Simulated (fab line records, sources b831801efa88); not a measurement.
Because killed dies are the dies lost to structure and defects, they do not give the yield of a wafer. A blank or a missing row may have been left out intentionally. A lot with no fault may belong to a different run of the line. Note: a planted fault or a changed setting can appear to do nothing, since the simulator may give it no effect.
Which tool is to blame?	flow sky130	Sampling: 11 lots, 33 wafers, 5 of 708 route steps

## WHAT EACH GAUGE READ, for each wafer
SKY_VIA1_THK_MEAS_01. Usual: VIA1_HDPCVD_THK 1031 nm, standard deviation 9.9.
lot	measured	on	VIA1_HDPCVD_THK (nm)	flag
L186	day 33 03:07	film-metro-03	1037 1061 1028	
L187	day 33 17:46	film-metro-03	1035 1036 1039	
L190	day 35 02:35	film-metro-01	1027 1021 1043	
L191	day 35 12:01	film-metro-04	1025 1035 1035	
L193	day 35 18:59	film-metro-01	1032 1032 1028	
L192	day 35 19:11	film-metro-04	1018 1030 1030	
L202	day 38 14:36	film-metro-04	980 982 989	OFF
L204	day 39 04:32	film-metro-03	1032 1029 1033	
L203	day 39 04:54	film-metro-04	987 974 980	OFF
L205	day 39 22:41	film-metro-04	1022 1016 1036	
L207	day 40 00:09	film-metro-04	1032 1028 1027	

SKY_VIA1_OVL_MEAS_13. Usual: VIA1_OVL 1 nm, standard deviation 5.5.
lot	measured	on	VIA1_OVL (nm)	flag
L186	day 34 06:03	overlay-02	-2 -6 -4	
L187	day 34 20:06	overlay-01	7 1 5	
L190	day 36 05:10	overlay-02	-3 2 3	
L191	day 36 15:28	overlay-01	-7 -5 -10	
L193	day 36 21:43	overlay-01	7 6 9	
L192	day 36 22:04	overlay-02	-6 2 -6	
L202	day 39 15:50	overlay-02	-1 -11 0	
L204	day 40 04:58	overlay-01	-2 -7 0	
L203	day 40 05:55	overlay-01	-3 -2 2	
L205	day 40 22:58	overlay-01	-6 1 -3	
L207	day 41 00:52	overlay-02	6 6 -10	

## EACH LOT AND THE TOOL THAT RAN IT (in order: tool; ch and the chambers of the sampled wafers; start)
lot	SKY_CONTACT_ETCH_17	SKY_METAL1_METAL_ETCH_19	SKY_VIA1_HDPCVD_00
L186	rie-diel-04 ch 0,1,3, day 31 21:07	rie-metal-01 ch 0,1, day 33 02:19	hdpcvd-02 ch 1,2, day 33 03:00
L187	rie-diel-03 ch 1,2,3, day 32 11:48	rie-metal-02 ch 0,1, day 33 16:58	hdpcvd-01 ch 0,1, day 33 17:39
L190	rie-diel-01 ch 2,3, day 33 21:48	rie-metal-02 ch 1, day 35 01:42	hdpcvd-02 ch 0,2, day 35 02:28
L191	rie-diel-01 ch 0,1,3, day 34 07:06	rie-metal-02 ch 0, day 35 11:11	hdpcvd-02 ch 1,2, day 35 11:54
L193	rie-diel-01 ch 0,3, day 34 13:03	rie-metal-02 ch 0,1, day 35 18:11	hdpcvd-01 ch 1,2, day 35 18:52
L192	rie-diel-04 ch 0,1,2, day 34 13:42	rie-metal-01 ch 0,1, day 35 18:23	hdpcvd-02 ch 0,2, day 35 19:05
L202	rie-diel-04 ch 0,1,3, day 37 11:01	rie-metal-02 ch 0,1, day 38 13:49	hdpcvd-02 ch 0,1,2, day 38 14:31
L204	rie-diel-01 ch 0,3, day 38 00:31	rie-metal-04 ch 0,1, day 39 03:44	hdpcvd-01 ch 0,2, day 39 04:25
L203	rie-diel-03 ch 0,1, day 38 00:51	rie-metal-02 ch 0,1, day 39 04:07	hdpcvd-02 ch 1,2, day 39 04:46
L205	rie-diel-01 ch 1,2,3, day 38 19:30	rie-metal-02 ch 0,1, day 39 21:46	hdpcvd-01 ch 0,2, day 39 22:34
L207	rie-diel-01 ch 1,3, day 38 21:03	rie-metal-01 ch 0,1, day 39 23:16	hdpcvd-01 ch 0,1,2, day 40 00:01
- SKY_CONTACT_ETCH_17: etches SiO2 in C4F8/O2/Ar, stops on Si3N4, target depth 340 nm.
- SKY_METAL1_METAL_ETCH_19: etches the open film in Cl2/BCl3, stops on SiO2, target depth 360 nm, time 78 s.
- SKY_VIA1_HDPCVD_00: deposits SiO2, target thk 1030 nm, time 171.7 s.

## WHAT THE TOOLS THEMSELVES READ (means of the sampled wafers that have a number; where no wafer has one, the mark that the record gives instead)
SKY_CONTACT_ETCH_17. Usual: oes-product-au reads 0.893 a.u. (standard deviation 0.0044).
lot	tool	oes-product-au (a.u.)	flag
L186	rie-diel-04	0.891	
L187	rie-diel-03	0.894	
L190	rie-diel-01	0.895	
L191	rie-diel-01	0.892	
L193	rie-diel-01	0.888	
L192	rie-diel-04	0.898	
L202	rie-diel-04	0.896	
L204	rie-diel-01	0.887	
L203	rie-diel-03	0.894	
L205	rie-diel-01	0.890	
L207	rie-diel-01	0.892	

SKY_METAL1_METAL_ETCH_19. Usual: drypump-motor-current-A 5.9 A, standard deviation 0.34; he-backside-leak-sccm 3.37 sccm, standard deviation 0.27; mfc-cl2-sccm 59.98 sccm, standard deviation 0.19; oes-product-au 0.854 a.u., standard deviation 0.0052; throttle-valve-pct 22.264 %, standard deviation 0.0092.
lot	tool	drypump-motor-current-A (A)	he-backside-leak-sccm (sccm)	mfc-cl2-sccm (sccm)	oes-product-au (a.u.)	throttle-valve-pct (%)	flag
L186	rie-metal-01	5.7	3.49	59.80	0.861	22.263	
L187	rie-metal-02	5.9	3.16	59.75	0.856	22.257	
L190	rie-metal-02	6.1	3.42	60.06	0.855	22.277	
L191	rie-metal-02	5.5	3.45	60.03	0.859	22.265	
L193	rie-metal-02	5.7	3.35	60.32	0.854	22.261	
L192	rie-metal-01	5.5	3.55	59.83	0.852	22.255	
L202	rie-metal-02	5.9	3.23	59.90	0.849	22.268	
L204	rie-metal-04	6.0	3.15	59.97	0.845	22.265	
L203	rie-metal-02	5.9	3.31	59.87	0.856	22.262	
L205	rie-metal-02	5.9	3.44	60.06	0.854	22.257	
L207	rie-metal-01	5.7	3.49	60.00	0.853	22.259	

SKY_VIA1_HDPCVD_00. Usual: run-length-s reads 199.5 s (standard deviation 0.64).
lot	tool	run-length-s (s)	flag
L186	hdpcvd-02	199.1	
L187	hdpcvd-01	199.5	
L190	hdpcvd-02	199.7	
L191	hdpcvd-02	198.8	
L193	hdpcvd-01	199.3	
L192	hdpcvd-02	198.9	
L202	hdpcvd-02	190.8	OFF
L204	hdpcvd-01	200.7	
L203	hdpcvd-02	190.6	OFF
L205	hdpcvd-01	199.8	
L207	hdpcvd-01	199.7	

## THE ANSWER, worked out from the rows above alone
Rule: lot off if the mean of its wafers having a number is beyond 3 standard deviations from the usual mean. A lot without any number at a reading at which 4 lots or more have one is off too. All remaining lots with rows at the step are treated as sound. Order of review: gauges by route order, followed by the tools' own readings, for which a lot's mean as printed above is used. The first step at which some lot is off is used, and at that step the reading that is off furthest; a lot without a number counts as furthest.
Off: at SKY_VIA1_THK_MEAS_01 (VIA1_HDPCVD_THK), L202, L203.
If a tool, at a process step before that reading, ran all the lots that are off and no sound lot after the first of them, it fits. The gauges at SKY_VIA1_THK_MEAS_01 aren't tried: what is off there is off at SKY_VIA1_HDPCVD_00 too, on other tools, and a gauge's error can't cause that. One fits: hdpcvd-02 at SKY_VIA1_HDPCVD_00. A fault onset in the window from L192 (day 35 19:05, its last sound lot) to L202 (day 38 14:31, its first lot off) fits.
On the lots that are off, the tool's own readings at SKY_VIA1_HDPCVD_00 differ by more than 5 times the standard deviation of the sound lots' means, which bears it out; run-length-s reads 190.7 s there versus 199.5 s on the sound lots.

## WHAT THE SIMULATOR HAD INSERTED
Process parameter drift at SKY_VIA1_HDPCVD_00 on hdpcvd-02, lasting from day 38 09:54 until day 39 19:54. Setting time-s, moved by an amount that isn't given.
Lots struck among those shown: L202, L203. The rule above found the same.
